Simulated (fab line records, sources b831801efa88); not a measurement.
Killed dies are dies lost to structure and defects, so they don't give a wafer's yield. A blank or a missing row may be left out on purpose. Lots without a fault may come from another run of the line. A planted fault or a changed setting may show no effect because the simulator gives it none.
Which tool did it? | flow sky130 | 7 lots, 21 wafers sampled, at 1 step of a route of 708

WHAT THE GAUGES READ, wafer by wafer
SKY_VT_ADJUST_LVTN_TW_MEAS_10.
lot  | measured     | on            | VT_ADJUST_LVTN_TW
L507 | day 6 18:47  | film_metro-02 | 241.7 240.7 241.1
L509 | day 7 05:46  | film_metro-02 | 241.1 238.7 241.4
L512 | day 7 19:56  | film_metro-03 | 245.0 243.6 245.7
L519 | day 8 17:39  | film_metro-04 | 243.6 243.4 243.1
L521 | day 8 22:48  | film_metro-03 | 242.8 244.1 245.0
L524 | day 16 11:29 | film_metro-03 | 243.4 243.6 243.8
L529 | day 16 14:00 | film_metro-03 | 242.1 243.5 242.3

WHICH TOOL RAN EACH LOT (tool, then ch and the chambers of the sampled wafers, then the start)
The record holds no process step before these readings.

THE ANSWER, worked out from the rows above alone
Rule: what is usual is taken from the lots themselves. Put in order of their means at a reading, lots are off if they are a third of the lots or fewer, leave a main group of 4 or more, and stand apart from it by a gap of 3 or more times the standard deviation of the main group's means; of several such gaps the widest counts. A main group whose means are all the same, to the digits that the tables above print for the reading, isn't used. A lot without any number at a reading at which 4 lots or more have one is off too. The other lots that the step has rows for count as sound.
No lot is off at any reading shown: from this, nothing can be told.

WHAT THE SIMULATOR HAD PUT IN
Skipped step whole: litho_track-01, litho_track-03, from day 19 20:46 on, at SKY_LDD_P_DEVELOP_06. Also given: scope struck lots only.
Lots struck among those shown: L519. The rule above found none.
